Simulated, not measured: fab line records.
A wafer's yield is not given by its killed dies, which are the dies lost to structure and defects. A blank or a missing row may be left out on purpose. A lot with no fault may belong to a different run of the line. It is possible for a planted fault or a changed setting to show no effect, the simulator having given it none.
The tool behind it: which one? | flow gf180mcu | Sampling: 13 lots, 39 wafers, 5 of 602 route steps

## WHAT THE GAUGES SHOWED, per wafer
GF_POLY_GATE_CD_MEAS_10: the cd target is 280 nm. Usual: 280.1 nm for cdNm, sd 1.
lot  | measured     | on       | cdNm (nm)         | flag
L682 | day 9 22:50  | cdSem-02 | 278.2 279.6 280.1 | 
L683 | day 10 07:01 | cdSem-02 | 278.7 278.0 279.0 | 
L684 | day 10 09:22 | cdSem-02 | 278.8 279.7 279.9 | 
L685 | day 10 18:05 | cdSem-02 | 280.2 278.3 279.8 | 
L687 | day 11 07:53 | cdSem-01 | 281.0 280.6 281.9 | 
L689 | day 11 22:26 | cdSem-01 | 279.4 280.1 279.3 | 
L691 | day 12 16:06 | cdSem-02 | 279.8 279.2 280.2 | 
L692 | day 12 22:54 | cdSem-02 | 278.5 279.5 279.4 | 
L696 | day 14 00:32 | cdSem-02 | 323.6 322.4 322.6 | OFF
L697 | day 14 09:11 | cdSem-01 | 280.9 279.4 280.8 | 
L701 | day 15 14:29 | cdSem-02 | 278.6 278.6 278.5 | 
L702 | day 15 21:23 | cdSem-01 | 279.0 278.3 278.8 | 
L703 | day 16 01:34 | cdSem-02 | 281.7 280.2 281.0 | 

GF_M3_THK_MEAS_06: measures by xrf. Usual: M3_ALCU_THK gives 454 nm (standard deviation 6.5).
lot  | measured     | on           | M3_ALCU_THK (nm) | flag
L682 | day 21 13:02 | filmMetro-01 | 462 466 462      | 
L683 | day 21 20:26 | filmMetro-04 | 439 450 444      | 
L684 | day 22 01:17 | filmMetro-02 | 456 451 452      | 
L685 | day 22 08:29 | filmMetro-02 | 453 445 443      | 
L687 | day 23 02:33 | filmMetro-02 | 448 444 444      | 
L689 | day 23 22:17 | filmMetro-02 | 462 463 461      | 
L691 | day 24 19:22 | filmMetro-01 | 454 459 457      | 
L692 | day 25 00:26 | filmMetro-04 | 450 446 447      | 
L696 | day 26 02:47 | filmMetro-04 | 454 448 455      | 
L697 | day 26 10:41 | filmMetro-01 | 461 461 461      | 
L701 | day 27 20:05 | filmMetro-04 | 435 439 451      | 
L702 | day 27 20:57 | filmMetro-02 | 453 452 453      | 
L703 | day 28 01:53 | filmMetro-01 | 453 458 443      | 

## WHAT TOOL EACH LOT RAN ON (gives the tool, then ch and the chambers of the sampled wafers, and finally the start)
lot  | GF_POLY_GATE_EXPOSE_07           | GF_V2_CVD_02                    | GF_M3_SPUTTER_04
L682 | krfScanner-01 ch 0, day 9 14:19  | pecvd-04 ch 0,1,2, day 20 10:19 | pvdSputter-02, day 21 12:53
L683 | krfScanner-01 ch 0, day 9 21:57  | pecvd-04 ch 0,2, day 20 17:16   | pvdSputter-02, day 21 20:16
L684 | krfScanner-01 ch 0, day 10 00:29 | pecvd-03 ch 1,2, day 20 23:02   | pvdSputter-03, day 22 01:07
L685 | krfScanner-01 ch 0, day 10 09:20 | pecvd-03 ch 0,1,2, day 21 06:35 | pvdSputter-01, day 22 08:19
L687 | krfScanner-02 ch 0, day 10 22:36 | pecvd-01 ch 0,1, day 22 01:44   | pvdSputter-02, day 23 02:23
L689 | krfScanner-02 ch 0, day 11 13:11 | pecvd-03 ch 0,1, day 22 21:21   | pvdSputter-02, day 23 22:06
L691 | krfScanner-01 ch 0, day 12 06:54 | pecvd-04 ch 0,1,2, day 23 15:23 | pvdSputter-03, day 24 19:11
L692 | krfScanner-01 ch 0, day 12 12:50 | pecvd-01 ch 0,2, day 23 23:53   | pvdSputter-02, day 25 00:17
L696 | krfScanner-01 ch 0, day 13 14:35 | pecvd-03 ch 0,1, day 25 02:56   | pvdSputter-01, day 26 02:38
L697 | krfScanner-02 ch 0, day 13 22:48 | pecvd-01 ch 0,2, day 25 11:27   | pvdSputter-02, day 26 10:31
L701 | krfScanner-02 ch 0, day 15 04:20 | pecvd-03 ch 0,1, day 26 21:52   | pvdSputter-03, day 27 19:56
L702 | krfScanner-01 ch 0, day 15 10:51 | pecvd-04 ch 0,2, day 26 22:28   | pvdSputter-02, day 27 20:46
L703 | krfScanner-01 ch 0, day 15 15:28 | pecvd-04 ch 0,2, day 27 03:32   | pvdSputter-03, day 28 01:43
- GF_POLY_GATE_EXPOSE_07: exposes mask Poly2, target cd 280 nm.
- GF_V2_CVD_02: deposits SiO2 from TEOS, target thk 850 nm, time 94.851 s.
- GF_M3_SPUTTER_04: material TiN, target thk 50 nm, time 41.7 s.

## AS READ BY THE TOOLS THEMSELVES (means over the sampled wafers that have a number; for cases with no such wafer, the mark the record gives instead)
GF_V2_CVD_02. Usual: 658 W for heaterPowerW, sd 82.
lot  | tool     | heaterPowerW (W) | flag
L682 | pecvd-04 | 666              | 
L683 | pecvd-04 | 641              | 
L684 | pecvd-03 | 665              | 
L685 | pecvd-03 | 648              | 
L687 | pecvd-01 | 673              | 
L689 | pecvd-03 | 683              | 
L691 | pecvd-04 | 650              | 
L692 | pecvd-01 | 797              | 
L696 | pecvd-03 | 651              | 
L697 | pecvd-01 | 774              | 
L701 | pecvd-03 | 635              | 
L702 | pecvd-04 | 665              | 
L703 | pecvd-04 | 618              | 

GF_M3_SPUTTER_04. Usual: 30.1 % for throttleValvePct, sd 1.4.
lot  | tool          | throttleValvePct (%) | flag
L682 | pvdSputter-02 | 30.6                 | 
L683 | pvdSputter-02 | 29.9                 | 
L684 | pvdSputter-03 | 30.0                 | 
L685 | pvdSputter-01 | 28.7                 | 
L687 | pvdSputter-02 | 30.2                 | 
L689 | pvdSputter-02 | 30.4                 | 
L691 | pvdSputter-03 | 30.9                 | 
L692 | pvdSputter-02 | 30.4                 | 
L696 | pvdSputter-01 | 29.0                 | 
L697 | pvdSputter-02 | 30.8                 | 
L701 | pvdSputter-03 | 29.7                 | 
L702 | pvdSputter-02 | 30.9                 | 
L703 | pvdSputter-03 | 30.4                 | 

## THE ANSWER, worked out from the rows above alone
Rule: take the mean of a lot's wafers that have a number; if it is more than 3 standard deviations from the usual mean, the lot is off. A lot without any number at a reading at which 4 lots or more have one is off too. Where the step has rows for the other lots, those lots are counted as sound. First the gauges in route order, then the tools' own readings, where a lot's mean is used as printed above. At the first step where some lot is off, the reading lying furthest off is the one used; lots without a number count as furthest.
Off, at GF_POLY_GATE_CD_MEAS_10 on cdNm: L696.
A tool fits if, at a process step before that reading, it ran every lot that is off, and no sound lot after the first of them. Those tools and the gauges at GF_POLY_GATE_CD_MEAS_10 are tried in the same way. None of those tried fits.

## WHAT THE SIMULATOR HAD INSERTED
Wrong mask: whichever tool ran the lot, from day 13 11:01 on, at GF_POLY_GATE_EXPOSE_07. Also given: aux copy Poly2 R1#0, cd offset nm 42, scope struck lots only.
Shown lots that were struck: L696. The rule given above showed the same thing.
